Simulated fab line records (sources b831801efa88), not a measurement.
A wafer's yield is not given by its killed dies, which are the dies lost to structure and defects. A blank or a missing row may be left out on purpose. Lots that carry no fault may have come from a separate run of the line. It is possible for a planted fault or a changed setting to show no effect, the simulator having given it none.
Which of the tools did it? / flow gf180mcu / Sampling: 13 lots, 39 wafers, 3 of 602 route steps

== WHAT THE GAUGES SHOWED, per wafer ==
GF_V4_THK_MEAS_03. Usual: for V4_CVD_02_THK the level is 851 nm and the standard deviation is 8.9.
lot=L426; measured=day 23 13:14; on=film metro-01; V4_CVD_02_THK (nm)=841 861 857; flag=
lot=L427; measured=day 23 22:29; on=film metro-01; V4_CVD_02_THK (nm)=840 836 853; flag=
lot=L430; measured=day 25 04:24; on=film metro-02; V4_CVD_02_THK (nm)=846 848 860; flag=
lot=L431; measured=day 25 07:07; on=film metro-02; V4_CVD_02_THK (nm)=851 853 858; flag=
lot=L432; measured=day 25 16:01; on=film metro-04; V4_CVD_02_THK (nm)=842 841 853; flag=
lot=L434; measured=day 26 08:41; on=film metro-01; V4_CVD_02_THK (nm)=854 857 862; flag=
lot=L436; measured=day 27 05:17; on=film metro-02; V4_CVD_02_THK (nm)=854 850 862; flag=
lot=L437; measured=day 27 09:52; on=film metro-04; V4_CVD_02_THK (nm)=843 837 851; flag=
lot=L443; measured=day 29 12:30; on=film metro-01; V4_CVD_02_THK (nm)=856 853 861; flag=
lot=L446; measured=day 30 04:32; on=film metro-02; V4_CVD_02_THK (nm)=838 844 847; flag=
lot=L445; measured=day 30 05:43; on=film metro-04; V4_CVD_02_THK (nm)=850 854 854; flag=
lot=L447; measured=day 30 06:54; on=film metro-04; V4_CVD_02_THK (nm)=850 858 862; flag=
lot=L449; measured=day 30 23:08; on=film metro-02; V4_CVD_02_THK (nm)=851 849 872; flag=

== WHICH TOOL RAN EACH LOT (tool, then ch and the chambers of the sampled wafers, then the start) ==
lot=L426; GF_V1_SPUTTER_21=pvd sputter-03, day 18 05:23; GF_V3_SPUTTER_22=pvd sputter-03, day 22 12:41
lot=L427; GF_V1_SPUTTER_21=pvd sputter-01, day 18 15:47; GF_V3_SPUTTER_22=pvd sputter-03, day 22 22:02
lot=L430; GF_V1_SPUTTER_21=pvd sputter-02, day 19 22:25; GF_V3_SPUTTER_22=pvd sputter-02, day 24 03:46
lot=L431; GF_V1_SPUTTER_21=pvd sputter-02, day 20 03:07; GF_V3_SPUTTER_22=pvd sputter-03, day 24 07:06
lot=L432; GF_V1_SPUTTER_21=pvd sputter-02, day 20 13:13; GF_V3_SPUTTER_22=pvd sputter-03, day 24 16:54
lot=L434; GF_V1_SPUTTER_21=pvd sputter-02, day 21 08:08; GF_V3_SPUTTER_22=pvd sputter-03, day 25 09:28
lot=L436; GF_V1_SPUTTER_21=pvd sputter-02, day 22 07:07; GF_V3_SPUTTER_22=pvd sputter-02, day 26 06:53
lot=L437; GF_V1_SPUTTER_21=pvd sputter-02, day 22 12:17; GF_V3_SPUTTER_22=pvd sputter-03, day 26 10:44
lot=L443; GF_V1_SPUTTER_21=pvd sputter-01, day 24 23:34; GF_V3_SPUTTER_22=pvd sputter-02, day 28 15:51
lot=L446; GF_V1_SPUTTER_21=pvd sputter-02, day 25 16:25; GF_V3_SPUTTER_22=pvd sputter-03, day 29 07:57
lot=L445; GF_V1_SPUTTER_21=pvd sputter-03, day 25 17:04; GF_V3_SPUTTER_22=pvd sputter-01, day 29 08:24
lot=L447; GF_V1_SPUTTER_21=pvd sputter-02, day 25 19:11; GF_V3_SPUTTER_22=pvd sputter-02, day 29 10:36
lot=L449; GF_V1_SPUTTER_21=pvd sputter-03, day 26 13:08; GF_V3_SPUTTER_22=pvd sputter-01, day 30 03:29
- GF_V1_SPUTTER_21: material Ti, target thk 15 nm, time 80.02 s.
- GF_V3_SPUTTER_22: material TiN, target thk 10 nm, time 40 s.

== WHAT THE TOOLS THEMSELVES READ (means of the sampled wafers that have a number; where no wafer has one, the mark that the record gives instead) ==
GF_V1_SPUTTER_21. Usual: throttle valve pct 29.8 %, standard deviation 0.69.
lot=L426; tool=pvd sputter-03; throttle valve pct (%)=30.2; flag=
lot=L427; tool=pvd sputter-01; throttle valve pct (%)=29.8; flag=
lot=L430; tool=pvd sputter-02; throttle valve pct (%)=29.5; flag=
lot=L431; tool=pvd sputter-02; throttle valve pct (%)=29.2; flag=
lot=L432; tool=pvd sputter-02; throttle valve pct (%)=29.6; flag=
lot=L434; tool=pvd sputter-02; throttle valve pct (%)=30.2; flag=
lot=L436; tool=pvd sputter-02; throttle valve pct (%)=29.8; flag=
lot=L437; tool=pvd sputter-02; throttle valve pct (%)=29.9; flag=
lot=L443; tool=pvd sputter-01; throttle valve pct (%)=29.9; flag=
lot=L446; tool=pvd sputter-02; throttle valve pct (%)=29.5; flag=
lot=L445; tool=pvd sputter-03; throttle valve pct (%)=30.1; flag=
lot=L447; tool=pvd sputter-02; throttle valve pct (%)=29.1; flag=
lot=L449; tool=pvd sputter-03; throttle valve pct (%)=30.0; flag=

GF_V3_SPUTTER_22. Usual: throttle valve pct 29.8 %, standard deviation 0.79.
lot=L426; tool=pvd sputter-03; throttle valve pct (%)=29.6; flag=
lot=L427; tool=pvd sputter-03; throttle valve pct (%)=30.0; flag=
lot=L430; tool=pvd sputter-02; throttle valve pct (%)=29.6; flag=
lot=L431; tool=pvd sputter-03; throttle valve pct (%)=29.8; flag=
lot=L432; tool=pvd sputter-03; throttle valve pct (%)=29.6; flag=
lot=L434; tool=pvd sputter-03; throttle valve pct (%)=29.8; flag=
lot=L436; tool=pvd sputter-02; throttle valve pct (%)=29.9; flag=
lot=L437; tool=pvd sputter-03; throttle valve pct (%)=29.8; flag=
lot=L443; tool=pvd sputter-02; throttle valve pct (%)=29.5; flag=
lot=L446; tool=pvd sputter-03; throttle valve pct (%)=29.8; flag=
lot=L445; tool=pvd sputter-01; throttle valve pct (%)=28.9; flag=
lot=L447; tool=pvd sputter-02; throttle valve pct (%)=30.0; flag=
lot=L449; tool=pvd sputter-01; throttle valve pct (%)=29.7; flag=

== THE ANSWER, worked out from the rows above alone ==
Rule: a lot is off if the mean of its wafers that have a number lies more than 3 standard deviations from the usual mean. A lot without any number at a reading at which 4 lots or more have one is off too. The other lots that the step has rows for count as sound. Order of review: gauges by route order, followed by the tools' own readings, for which a lot's mean as printed above is used. At the first step where some lot is off, the reading lying furthest off is the one used; lots without a number count as furthest.
No lot is off on any of the readings shown, so nothing can be concluded from this.

== WHAT THE SIMULATOR HAD PUT IN ==
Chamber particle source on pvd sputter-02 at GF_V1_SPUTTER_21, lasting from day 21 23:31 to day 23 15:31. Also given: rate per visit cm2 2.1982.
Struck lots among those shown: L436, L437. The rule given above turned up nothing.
